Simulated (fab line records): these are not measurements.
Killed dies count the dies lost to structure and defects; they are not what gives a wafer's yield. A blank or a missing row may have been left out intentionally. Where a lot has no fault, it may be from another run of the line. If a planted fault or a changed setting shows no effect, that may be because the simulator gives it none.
The tool behind it: which one? | flow sky130 | 13 lots with 39 wafers sampled at 5 steps, on a route of 708 steps

== WHAT THE GAUGES READ, wafer by wafer ==
SKY_FIELD_ISO_THK_MEAS_23. Usual: FIELD_ISO_OXIDATION_01_THK typically reads 10.06 nm, with standard deviation 0.2.
lot  | measured    | on            | FIELD_ISO_OXIDATION_01_THK (nm) | flag
L773 | day 2 09:18 | film_metro-02 | 9.95 9.97 9.81                  |
L774 | day 2 14:11 | film_metro-01 | 9.85 9.73 9.94                  |
L775 | day 2 19:22 | film_metro-04 | 10.11 10.13 10.19               |
L776 | day 2 22:16 | film_metro-01 | 10.17 10.33 10.09               |
L777 | day 3 06:03 | film_metro-02 | 10.34 10.31 10.35               |
L778 | day 3 11:29 | film_metro-04 | 9.74 9.81 9.90                  |
L779 | day 3 17:16 | film_metro-02 | 9.77 9.73 9.76                  |
L780 | day 3 21:13 | film_metro-01 | 10.50 10.59 10.34               |
L782 | day 4 07:12 | film_metro-02 | 9.92 9.95 9.84                  |
L783 | day 4 11:28 | film_metro-02 | 9.98 9.92 9.91                  |
L784 | day 4 15:49 | film_metro-02 | 9.92 10.08 9.94                 |
L789 | day 5 18:43 | film_metro-01 | 10.41 10.56 10.34               |
L796 | day 7 11:36 | film_metro-04 | 10.17 10.13 10.10               |

SKY_NWELL_TW_MEAS_15. Usual: NWELL_TW typically reads 1815, with standard deviation 9.
lot  | measured     | on            | NWELL_TW       | flag
L773 | day 4 16:45  | film_metro-01 | 1809 1815 1820 |
L774 | day 5 00:04  | film_metro-03 | 1817 1829 1832 |
L775 | day 5 03:37  | film_metro-04 | 1814 1817 1804 |
L776 | day 5 06:41  | film_metro-01 | 1805 1807 1819 |
L777 | day 5 17:30  | film_metro-01 | 1809 1815 1811 |
L778 | day 6 00:11  | film_metro-03 | 1831 1824 1820 |
L779 | day 6 04:41  | film_metro-03 | 1817 1829 1828 |
L780 | day 6 07:49  | film_metro-01 | 1816 1802 1807 |
L782 | day 6 19:37  | film_metro-04 | 1825 1816 1824 |
L783 | day 6 23:34  | film_metro-03 | 1817 1823 1828 |
L784 | day 7 05:35  | film_metro-04 | 1824 1829 1816 |
L789 | day 8 12:26  | film_metro-03 | 1811 1810 1824 |
L796 | day 10 09:54 | film_metro-03 | 1817 1813 1817 |

SKY_SONOS_ONO_THK_MEAS_05. Usual: SONOS_ONO_CVD_04_THK typically reads 5.74 nm, with standard deviation 0.13.
lot  | measured     | on            | SONOS_ONO_CVD_04_THK (nm) | flag
L773 | day 11 17:16 | film_metro-04 | 5.91 5.89 5.78            |
L774 | day 12 00:46 | film_metro-02 | 5.61 5.64 5.64            |
L775 | day 12 04:21 | film_metro-04 | 5.87 5.86 5.92            |
L776 | day 12 14:06 | film_metro-02 | 5.58 5.60 5.53            |
L777 | day 13 00:12 | film_metro-02 | 5.79 5.71 5.90            |
L778 | day 13 10:07 | film_metro-02 | 5.95 5.92 5.93            |
L779 | day 13 18:04 | film_metro-01 | 5.78 5.80 5.84            |
L780 | day 13 20:05 | film_metro-01 | 5.93 5.77 5.88            |
L782 | day 14 14:03 | film_metro-01 | 5.64 5.58 5.64            |
L783 | day 14 20:49 | film_metro-04 | 5.78 5.72 5.85            |
L784 | day 15 09:13 | film_metro-02 | 5.71 5.65 5.68            |
L789 | day 16 21:58 | film_metro-02 | 6.24 6.36 6.34            | OFF
L796 | day 19 16:01 | film_metro-01 | 5.84 5.69 5.78            |

SKY_SONOS_ONO_OVL_MEAS_14. Usual: SONOS_ONO_OVL typically reads -0.5 nm, with standard deviation 1.4.
lot  | measured     | on         | SONOS_ONO_OVL (nm) | flag
L773 | day 12 16:34 | overlay-01 | 0.3 -0.3 0.1       |
L774 | day 13 01:13 | overlay-01 | 0.3 2.0 -1.8       |
L775 | day 13 04:49 | overlay-01 | 1.5 1.7 0.9        |
L776 | day 13 15:13 | overlay-02 | 0.1 0.2 -0.6       |
L777 | day 14 01:49 | overlay-02 | -0.5 0.9 -0.1      |
L778 | day 14 12:25 | overlay-01 | -1.6 -1.4 -1.6     |
L779 | day 14 19:37 | overlay-02 | -0.6 -0.5 0.2      |
L780 | day 14 22:33 | overlay-01 | 1.2 0.2 0.6        |
L782 | day 15 17:28 | overlay-02 | 0.4 -2.2 0.0       |
L783 | day 16 00:28 | overlay-02 | -0.1 2.8 1.6       |
L784 | day 16 12:55 | overlay-02 | 0.2 -1.4 0.4       |
L789 | day 18 02:46 | overlay-02 | 0.2 -1.3 -2.2      |
L796 | day 20 23:05 | overlay-01 | -1.3 -0.1 -2.1     |

== WHAT TOOL EACH LOT RAN ON (gives the tool, then ch and the chambers of the sampled wafers, and finally the start) ==
lot  | SKY_SONOS_ONO_CVD_04
L773 | lpcvd-03 ch 1, day 11 16:01
L774 | lpcvd-03 ch 0, day 11 23:31
L775 | lpcvd-03 ch 0, day 12 03:05
L776 | lpcvd-03 ch 1, day 12 12:50
L777 | lpcvd-03 ch 0, day 12 22:57
L778 | lpcvd-03 ch 0, day 13 08:50
L779 | lpcvd-03 ch 0, day 13 16:48
L780 | lpcvd-03 ch 0, day 13 18:50
L782 | lpcvd-03 ch 1, day 14 12:48
L783 | lpcvd-03 ch 0, day 14 19:34
L784 | lpcvd-03 ch 0, day 15 07:58
L789 | lpcvd-03 ch 1, day 16 20:42
L796 | lpcvd-03 ch 1, day 19 14:44
- SKY_SONOS_ONO_CVD_04: deposits SiO2 from SiH4/N2O, target thk 5.7199 nm.

== WHAT THE TOOLS THEMSELVES READ (means of the sampled wafers that have a number; where no wafer has one, the mark that the record gives instead) ==
SKY_SONOS_ONO_CVD_04. Usual: pressure_mtorr 400.0 mTorr, standard deviation 0.78.
lot  | tool     | pressure_mtorr (mTorr) | flag
L773 | lpcvd-03 | 400.6                  |
L774 | lpcvd-03 | 400.1                  |
L775 | lpcvd-03 | 398.7                  |
L776 | lpcvd-03 | 399.6                  |
L777 | lpcvd-03 | 399.2                  |
L778 | lpcvd-03 | 399.6                  |
L779 | lpcvd-03 | 400.2                  |
L780 | lpcvd-03 | 399.0                  |
L782 | lpcvd-03 | 401.0                  |
L783 | lpcvd-03 | 400.0                  |
L784 | lpcvd-03 | 398.5                  |
L789 | lpcvd-03 | 480.1                  | OFF
L796 | lpcvd-03 | 399.9                  |

== THE ANSWER, worked out from the rows above alone ==
Rule: a lot is off if the mean of its wafers that have a number lies more than 3 standard deviations from the usual mean. Also off: a lot with no number at a reading for which 4 or more lots have one. The other lots that the step has rows for count as sound. Order of review: gauges by route order, followed by the tools' own readings, for which a lot's mean as printed above is used. The first step at which some lot is off is used, and at that step the reading that is off furthest; a lot without a number counts as furthest.
Off: L789, seen at SKY_SONOS_ONO_THK_MEAS_05 (SONOS_ONO_CVD_04_THK).
If a tool, at a process step before that reading, ran all the lots that are off and no sound lot after the first of them, it fits. Not tried: the gauges at SKY_SONOS_ONO_THK_MEAS_05; whatever is off there is also off at SKY_SONOS_ONO_CVD_04, on other tools, and gauge error can't account for it. None of those tried fits.

== WHAT WAS PUT IN BY THE SIMULATOR ==
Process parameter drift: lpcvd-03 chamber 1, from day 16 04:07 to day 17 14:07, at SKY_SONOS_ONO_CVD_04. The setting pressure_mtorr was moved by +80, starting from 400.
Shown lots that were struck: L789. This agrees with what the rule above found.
